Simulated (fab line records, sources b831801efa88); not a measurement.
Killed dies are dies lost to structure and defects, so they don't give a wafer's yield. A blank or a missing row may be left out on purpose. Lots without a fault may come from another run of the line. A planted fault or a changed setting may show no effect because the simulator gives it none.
Problem report in the 8D (eight disciplines) form, filled by code | flow sky130 | the parts of the form that need people (team, actions taken, sign-off) are left out

1. THE PROBLEM
cd_nm at SKY_SD_P_CD_MEAS_07 reads a mean of 264.2 nm on 6 wafers of 2 lots; wafers without a fault read 379.9 nm with a standard deviation of 2. That is -58 standard deviations from the usual mean.
The step: target cd 380 nm.
First seen on wafer L453.1, day 28 14:56, on cd_sem-02. The record holds 36 wafers of 12 lots with a number at this step. Rule for "out", or "out of limits": more than 4 standard deviations from the usual mean. The other wafers with a number count as sound.

2. WHAT IT IS AND WHAT IT IS NOT
question                    | is                     | is not
which readings at this step | cd_nm                  | -
which lots                  | L453, L454             | L445, L446, L448, L457, L458, L459, L462, L463, L464, L467
which wafers of those lots  | all that have a number | -
read on which gauges        | cd_sem-02              | -
when                        | from day 28 14:56      | up to then (9 sound wafers); but 21 sound wafers of L457, L458, L459, L462, L463, L464, L467 came after

3. SUSPECTS, AND WHAT RULES EACH OUT
Counting: a tool at a process step up to the reading stays a suspect if it ran every lot that is out and no sound lot after the first of them.
- the gauge at SKY_SD_P_CD_MEAS_07: kept. All the wafers that are out were read on cd_sem-02, and no step on other tools shows them out.
- litho_track-04 at SKY_SD_P_DEVELOP_06 (develop time 60 s): ruled out as a lasting fault. Sound lots L462, L463, L464 ran on it after its first lot that is out, L453 (day 28 14:47).
Left after counting: cd_sem-02 at SKY_SD_P_CD_MEAS_07.

4. THE CAUSE (what the simulator had put in)
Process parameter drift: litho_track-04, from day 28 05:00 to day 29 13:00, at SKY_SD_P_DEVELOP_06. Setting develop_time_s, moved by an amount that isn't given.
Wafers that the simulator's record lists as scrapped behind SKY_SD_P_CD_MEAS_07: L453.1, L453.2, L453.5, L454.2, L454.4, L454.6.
Counting ruled it out, wrongly: the rule takes a fault to strike every lot that its tool runs from its start on, and this one did not.

5. THE CHAIN OF EFFECTS, in route order
Each row: a reading whose mean over the struck wafers that have a number lies more than 3 standard deviations from the usual. Only readings for which the record gives a usual standard deviation are gone through. hours: the time from each lot's start at the first step in this table that gives one to its start at this step, as a median over the lots. sigmas: the change in usual standard deviations.
hours | step                | reading | usual    | on struck wafers | change | sigmas
0     | SKY_SD_P_CD_MEAS_07 | cd_nm   | 379.9 nm | 264.2            | -115.7 | -58

6. WHAT WOULD HAVE CAUGHT IT SOONER
In this record the first reading out of limits at a measuring or inspecting step was taken at day 28 14:56, 10 hours after the fault began at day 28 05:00.
Of the tool readings at SKY_SD_P_DEVELOP_06 for which the record gives a usual standard deviation, none was out on any struck wafer, so an alarm limit of 4 standard deviations on them would not have fired.
